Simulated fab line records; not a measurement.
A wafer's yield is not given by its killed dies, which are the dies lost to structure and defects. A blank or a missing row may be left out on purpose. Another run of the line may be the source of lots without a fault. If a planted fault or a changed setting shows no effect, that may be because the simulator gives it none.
Struck lot and sound lot, side by side ; flow gf180mcu ; 19 steps out of a route of 602
Sound: the wafers L152.1, L152.2, L152.5. Wafers L141.3, L141.5, L141.6 were the ones struck. At the end, the cause is stated.
At each step with rows: each side's tool, then ch and its chambers, then its first start. Under that, the readings that differ: sound wafers ; struck wafers ; difference of the means ; sigmas: that difference in standard deviations of wafers without a fault.
alike: readings whose means differ by less than 2 such deviations, and words and numbers that are the same on both sides. not compared: withheld readings, readings that some wafer has no value for, bounds like >300 that may hide the same value, and numbers for which the record gives no deviation and whose values overlap.
A row with sigmas, a row that says differs or no value, or rows on one side alone: a step with any of these is where the two part. Non-overlapping numbers with no deviation appear without sigmas and do not part them. Lack of a reading on every wafer of one side parts them only where that side has two or more wafers.

first, 1 step without rows for these wafers: GF_STI_CVD_23 (deposits SiO2, target thk 650 nm, time 108.3 s).
GF_STI_THK_MEAS_24:
  sound: film_metro-04 at day 5 08:42; struck: film_metro-03 at day 3 02:41
  alike: STI_CVD_23_THK
GF_STI_CMP_25: polishes, stops on Si3N4, t overpolish 33 s, target thk 524.6 nm.
  sound on cmp-02 ch 0,3, day 5 08:46; struck on cmp-01 ch 1,2, day 3 02:47
  alike: motor_current_A, overpolish_run_s, time_to_endpoint_s
then, 4 steps without rows for these wafers: GF_STI_WET_ETCH_26 (etches SiO2 in dHF, target depth 94 nm, time 188 s); GF_STI_WET_ETCH_27 (etches Si3N4 in H3PO4, target depth 160 nm, time 1825 s); GF_STI_WET_ETCH_28 (etches SiO2 in dHF, target depth 20 nm, time 40 s); GF_STI_OXIDATION_29 (stabilise 600 s, purge 300 s, target thk 10 nm).
GF_STI_THK_MEAS_30:
  sound: film_metro-04 at day 5 11:38; struck: film_metro-04 at day 3 06:42
  alike: STI_OXIDATION_02_THK
then, 4 steps without rows for these wafers: GF_DNWELL_DEHYDRATE_00 (time 60 s); GF_DNWELL_HMDS_01 (prime time 60 s); GF_DNWELL_COAT_02 (resist thk 3000 nm); GF_DNWELL_SOFTBAKE_03.
GF_DNWELL_EXPOSE_04: exposes mask DNWELL, target cd 1700 nm.
  sound on iline_stepper-01 ch 0, day 5 18:33; struck on iline_stepper-02 ch 0, day 3 13:16
reading;sound;struck;difference;sigmas
mask;DNWELL#0 DNWELL#0 DNWELL#0;Nwell#0 Nwell#0 Nwell#0;differs;
  alike: focus_offset_nm
then, 3 steps without rows for these wafers: GF_DNWELL_PEB_05; GF_DNWELL_DEVELOP_06 (develop time 60 s); GF_DNWELL_IMPLANT_07.
GF_DNWELL_STRIP_08: strips in O2/N2.
  sound on plasma_asher-03 ch 0,1, day 6 01:35; struck on plasma_asher-04 ch 0,1, day 3 19:19
  alike: drypump_motor_current_A, heater_power_w, n2_flow_sccm, o2_flow_sccm, oes_product_au, strip_time_to_endpoint_s
  not compared: rf_hours_counter_h
GF_DNWELL_TW_MEAS_09:
  sound: film_metro-03 at day 6 01:41; struck: film_metro-03 at day 3 19:38
reading;sound;struck;difference;sigmas
DNWELL_TW;1364 1359 1349;31 31 31;-1326;-99 or more
  not compared: hold
GF_PASSIVATION_PROBE_99:
  the record holds rows for the sound wafers here (prober-01, day 33 02:55) but none for the struck ones

== WHERE THEY PART ==
First at GF_DNWELL_EXPOSE_04; last, within this record, at GF_PASSIVATION_PROBE_99.

WHY: whatever the simulator had introduced
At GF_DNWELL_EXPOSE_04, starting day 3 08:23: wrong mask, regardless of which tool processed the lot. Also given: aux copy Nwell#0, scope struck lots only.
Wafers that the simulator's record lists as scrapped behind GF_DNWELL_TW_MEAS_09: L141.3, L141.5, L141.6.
